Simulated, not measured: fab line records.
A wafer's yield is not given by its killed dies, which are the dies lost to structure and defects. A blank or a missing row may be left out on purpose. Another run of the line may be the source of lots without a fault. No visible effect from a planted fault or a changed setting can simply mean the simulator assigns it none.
Matching of chambers	flow gf180mcu	4 sister chambers for GF_V5_CMP_26 on cmp-02
The step polishes, stops on SiO2, t overpolish 15 s, target thk 0 nm. 4 wafers are shown with their chamber, then 7 later ones without.

WAFERS, EACH WITH ITS CHAMBER
wafer	chamber	motor_current_A (A)
L929.5	2	10.6
L930.3	3	10.3
L932.1	1	12.4
L932.5	0	10.5

WAFERS WITH NO CHAMBER GIVEN
wafer	motor_current_A (A)
L932.6	9.9
L933.2	10.6
L933.4	11.1
L933.6	11.3
L934.2	12.6
L934.4	11.3
L934.5	10.7

EACH ONE'S CHAMBER
wafer	from the rows above	in truth
L932.6	can't be placed: 3 or 0 or 2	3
L933.2	can't be placed: 2 or 0 or 3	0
L933.4	can't be placed: 2 or 0 or 3 or 1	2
L933.6	can't be placed: 2 or 0 or 3 or 1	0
L934.2	1	1
L934.4	can't be placed: 2 or 0 or 3 or 1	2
L934.5	can't be placed: 2 or 0 or 3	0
Correct placement for 1 of the 7. Can't be placed from these rows: 6 (the true chamber is among the candidates in 6). 0 placed wrongly.
How it was worked out, from the rows above alone: a wafer's distance from a chamber is the root of the sum, over the readings, of the square of ((its reading less the chamber's mean) divided by the reading's scatter). If the next closest chamber is less than 2 further off than the closest, the wafer can't be placed; otherwise it belongs to the closest. A chamber's mean is the mean of its shown wafers. The scatter: with one shown wafer a chamber, the root of the mean of the squares of how far each hidden wafer lies from its nearest shown one.
